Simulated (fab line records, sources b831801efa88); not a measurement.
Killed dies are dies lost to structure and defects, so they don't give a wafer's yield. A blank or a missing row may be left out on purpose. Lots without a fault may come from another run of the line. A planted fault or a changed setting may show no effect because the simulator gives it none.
Which tool did it? | flow gf180mcu | 14 lots, 42 wafers sampled, at 4 steps of a route of 602

WHAT THE GAUGES READ, wafer by wafer
The record holds no reading of a measuring or inspecting step that can be judged against a usual standard deviation.

WHICH TOOL RAN EACH LOT (tool, then ch and the chambers of the sampled wafers, then the start)
lot  | GF_V1_SPUTTER_22             | GF_M2_SPUTTER_01             | GF_M2_EXPOSE_11                   | GF_M2_STRIP_17
L587 | pvd_sputter-04, day 18 03:33 | pvd_sputter-01, day 18 04:17 | krf_scanner-02 ch 0, day 18 16:27 | plasma_asher-01 ch 0,1, day 19 04:46
L590 | pvd_sputter-03, day 19 14:29 | pvd_sputter-01, day 19 15:13 | krf_scanner-02 ch 0, day 20 03:44 | plasma_asher-04 ch 0,1, day 20 15:45
L591 | pvd_sputter-02, day 19 22:46 | pvd_sputter-03, day 19 23:30 | krf_scanner-01, day 20 12:12      | plasma_asher-02 ch 0,1, day 21 00:35
L592 | pvd_sputter-03, day 20 09:53 | pvd_sputter-01, day 20 10:37 | krf_scanner-02, day 20 22:59      | plasma_asher-02 ch 0,1, day 21 11:14
L600 | pvd_sputter-02, day 23 04:40 | pvd_sputter-01, day 23 05:23 | krf_scanner-01 ch 0, day 23 17:08 | plasma_asher-02 ch 1, day 24 04:47
L601 | pvd_sputter-04, day 23 13:14 | pvd_sputter-04, day 23 13:58 | krf_scanner-02 ch 0, day 24 00:57 | plasma_asher-02 ch 0,1, day 24 12:20
L602 | pvd_sputter-02, day 23 21:51 | pvd_sputter-04, day 23 22:35 | krf_scanner-02 ch 0, day 24 10:23 | plasma_asher-04 ch 0,1, day 24 20:58
L603 | pvd_sputter-03, day 23 22:49 | pvd_sputter-01, day 23 23:33 | krf_scanner-01 ch 0, day 24 11:23 | plasma_asher-02 ch 0,1, day 24 22:26
L604 | pvd_sputter-02, day 24 14:41 | pvd_sputter-01, day 24 15:27 | krf_scanner-02 ch 0, day 25 02:03 | plasma_asher-02 ch 0,1, day 25 13:17
L605 | pvd_sputter-02, day 25 01:30 | pvd_sputter-01, day 25 02:14 | krf_scanner-01 ch 0, day 25 13:52 | plasma_asher-02 ch 0,1, day 26 00:19
L606 | pvd_sputter-03, day 25 13:23 | pvd_sputter-01, day 25 14:07 | krf_scanner-01 ch 0, day 26 00:18 | plasma_asher-01 ch 0,1, day 26 11:32
L607 | pvd_sputter-03, day 25 15:02 | pvd_sputter-04, day 25 15:46 | krf_scanner-01 ch 0, day 26 02:16 | plasma_asher-04 ch 0,1, day 26 13:26
L609 | pvd_sputter-03, day 26 07:34 | pvd_sputter-01, day 26 08:19 | krf_scanner-02 ch 0, day 26 18:46 | plasma_asher-04 ch 0,1, day 27 05:13
L610 | pvd_sputter-02, day 26 16:45 | pvd_sputter-03, day 26 17:29 | krf_scanner-01 ch 0, day 27 04:16 | plasma_asher-02 ch 0,1, day 27 14:05
- GF_V1_SPUTTER_22: material TiN, target thk 10 nm, time 40 s.
- GF_M2_SPUTTER_01: material TiN, target thk 30 nm, time 25 s.
- GF_M2_EXPOSE_11: exposes mask Metal2, target cd 280 nm.
- GF_M2_STRIP_17: strips in O2/N2.

WHAT THE TOOLS THEMSELVES READ (means of the sampled wafers that have a number; where no wafer has one, the mark that the record gives instead)
GF_V1_SPUTTER_22.
lot  | tool           | cathode_dc_power_W (W) | throttle_valve_pct (%)
L587 | pvd_sputter-04 | 4000.4                 | 30.4
L590 | pvd_sputter-03 | 4000.4                 | 29.4
L591 | pvd_sputter-02 | 3999.6                 | 31.5
L592 | pvd_sputter-03 | 3999.5                 | 30.9
L600 | pvd_sputter-02 | 3999.8                 | 31.5
L601 | pvd_sputter-04 | 4000.5                 | 29.9
L602 | pvd_sputter-02 | 4000.3                 | 31.6
L603 | pvd_sputter-03 | 4000.3                 | 30.8
L604 | pvd_sputter-02 | 3999.0                 | 31.9
L605 | pvd_sputter-02 | 4000.7                 | 31.9
L606 | pvd_sputter-03 | 3999.4                 | 30.4
L607 | pvd_sputter-03 | 3999.8                 | 30.7
L609 | pvd_sputter-03 | 3999.2                 | 30.4
L610 | pvd_sputter-02 | 4000.4                 | 31.8

GF_M2_SPUTTER_01.
lot  | tool           | cathode_dc_power_W (W) | throttle_valve_pct (%)
L587 | pvd_sputter-01 | 6499.9                 | 30.7
L590 | pvd_sputter-01 | 6501.1                 | 30.6
L591 | pvd_sputter-03 | 6499.7                 | 29.6
L592 | pvd_sputter-01 | 6498.7                 | 30.8
L600 | pvd_sputter-01 | 6499.5                 | 30.7
L601 | pvd_sputter-04 | 6500.3                 | 31.2
L602 | pvd_sputter-04 | 6499.4                 | 30.5
L603 | pvd_sputter-01 | 6499.7                 | 30.7
L604 | pvd_sputter-01 | 6499.7                 | 30.5
L605 | pvd_sputter-01 | 6500.8                 | 30.7
L606 | pvd_sputter-01 | 6499.9                 | 30.4
L607 | pvd_sputter-04 | 6499.7                 | 30.5
L609 | pvd_sputter-01 | 6498.9                 | 31.0
L610 | pvd_sputter-03 | 6499.7                 | 31.6

GF_M2_EXPOSE_11.
lot  | tool           | exposure_dose_mJ_cm2 | focus_offset_nm (nm) | reticle_temp_C (C)
L587 | krf_scanner-02 | 28.001               | -0.2                 | 22.99
L590 | krf_scanner-02 | 28.006               | -0.0                 | 22.99
L591 | krf_scanner-01 | -                    | -                    | -
L592 | krf_scanner-02 | -                    | -                    | -
L600 | krf_scanner-01 | 28.026               | -0.3                 | 22.90
L601 | krf_scanner-02 | 27.992               | -0.3                 | 22.91
L602 | krf_scanner-02 | 27.949               | 0.2                  | 23.04
L603 | krf_scanner-01 | 27.971               | 0.6                  | 22.93
L604 | krf_scanner-02 | 28.012               | -0.0                 | 22.91
L605 | krf_scanner-01 | 28.018               | -0.5                 | 23.25
L606 | krf_scanner-01 | 27.995               | 0.1                  | 23.07
L607 | krf_scanner-01 | 27.984               | -0.3                 | 22.91
L609 | krf_scanner-02 | 28.026               | 0.4                  | 22.84
L610 | krf_scanner-01 | 28.020               | 0.3                  | 22.97

GF_M2_STRIP_17.
lot  | tool            | drypump_motor_current_A (A) | heater_power_w (W) | oes_product_au (a.u.) | strip_time_to_endpoint_s (s)
L587 | plasma_asher-01 | 5.51                        | 369                | 0.565                 | 7.94
L590 | plasma_asher-04 | 5.46                        | 359                | 0.559                 | 7.88
L591 | plasma_asher-02 | 5.32                        | 307                | 0.557                 | 7.88
L592 | plasma_asher-02 | 5.24                        | 300                | 0.555                 | 7.85
L600 | plasma_asher-02 | 5.20                        | 289                | 0.558                 | 7.88
L601 | plasma_asher-02 | 5.26                        | 301                | 0.555                 | 7.85
L602 | plasma_asher-04 | 5.26                        | 400                | 0.565                 | 7.90
L603 | plasma_asher-02 | 5.31                        | 309                | 0.560                 | 7.89
L604 | plasma_asher-02 | 5.26                        | 299                | 0.553                 | 7.85
L605 | plasma_asher-02 | 5.27                        | 300                | 0.557                 | 7.87
L606 | plasma_asher-01 | 5.53                        | 376                | 0.562                 | 7.88
L607 | plasma_asher-04 | 5.27                        | 412                | 0.562                 | 7.86
L609 | plasma_asher-04 | 5.45                        | 362                | 0.553                 | 7.89
L610 | plasma_asher-02 | 5.32                        | 306                | 0.561                 | 7.83

THE ANSWER, worked out from the rows above alone
Rule: what is usual is taken from the lots themselves. Put in order of their means at a reading, lots are off if they are a third of the lots or fewer, leave a main group of 4 or more, and stand apart from it by a gap of 3 or more times the standard deviation of the main group's means; of several such gaps the widest counts. A main group whose means are all the same, to the digits that the tables above print for the reading, isn't used. A lot without any number at a reading at which 4 lots or more have one is off too. The other lots that the step has rows for count as sound. The gauges are gone through in route order, then the tools' own readings, and for those a lot's mean is taken as printed above. The first step at which some lot is off is used, and at that step the reading that is off furthest; a lot without a number counts as furthest.
Off: L591, L592, at GF_M2_EXPOSE_11 (exposure_dose_mJ_cm2). Without a number there: L591, L592. The main group: mean 28.000, standard deviation 0.022.
A tool fits if, at that step or a process step before it, it ran every lot that is off, and no sound lot after the first of them. None of those tried fits.

WHAT THE SIMULATOR HAD PUT IN
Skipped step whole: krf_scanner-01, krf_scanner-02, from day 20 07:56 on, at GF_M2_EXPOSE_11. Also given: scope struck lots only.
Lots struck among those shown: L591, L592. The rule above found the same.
